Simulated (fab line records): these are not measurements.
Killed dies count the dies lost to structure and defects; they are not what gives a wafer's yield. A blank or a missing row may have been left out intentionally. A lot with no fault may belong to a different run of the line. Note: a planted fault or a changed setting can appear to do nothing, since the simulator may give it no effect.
Chamber matching :: flow gf180mcu :: GF_STI_CMP_25 on cmp-02 has 4 sister chambers
The step polishes, stops on Si3N4, t overpolish 33 s, target thk 524.6 nm. 4 wafers are shown with their chamber, then 8 later ones without.

## EACH WAFER AND ITS CHAMBER
wafer: L462.2
chamber: 2
motorCurrentA (A): 10.6

wafer: L462.5
chamber: 3
motorCurrentA (A): 9.3

wafer: L462.6
chamber: 0
motorCurrentA (A): 12.2

wafer: L463.2
chamber: 1
motorCurrentA (A): 12.5

## WAFERS WITH NO CHAMBER GIVEN
wafer: L463.5
motorCurrentA (A): 9.5

wafer: L463.6
motorCurrentA (A): 9.8

wafer: L467.1
motorCurrentA (A): 9.0

wafer: L467.4
motorCurrentA (A): 12.3

wafer: L467.6
motorCurrentA (A): 11.6

wafer: L472.3
motorCurrentA (A): 12.1

wafer: L472.4
motorCurrentA (A): 12.3

wafer: L472.5
motorCurrentA (A): 10.4

## WHICH CHAMBER EACH ONE RAN IN
wafer: L463.5
from the rows above: 3
in truth: 3

wafer: L463.6
from the rows above: can't be placed: 3 or 2
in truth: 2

wafer: L467.1
from the rows above: 3
in truth: 3

wafer: L467.4
from the rows above: can't be placed: 0 or 1
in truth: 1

wafer: L467.6
from the rows above: can't be placed: 0 or 1 or 2
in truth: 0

wafer: L472.3
from the rows above: can't be placed: 0 or 1
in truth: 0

wafer: L472.4
from the rows above: can't be placed: 0 or 1
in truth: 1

wafer: L472.5
from the rows above: 2
in truth: 2
Correct placement for 3 of the 8. From these rows, 5 cannot be placed; in 5 the true chamber is one of the candidates. Wrongly placed: 0.
How it was worked out, from the rows above alone: a wafer's distance from a chamber is the root of the sum, over the readings, of the square of ((its reading less the chamber's mean) divided by the reading's scatter). If the next closest chamber is less than 2 further off than the closest, the wafer can't be placed; otherwise it belongs to the closest. A chamber's mean is the mean of its shown wafers. The scatter (one wafer shown for each chamber): square how far every hidden wafer sits from the nearest shown wafer, average those squares and take the square root.
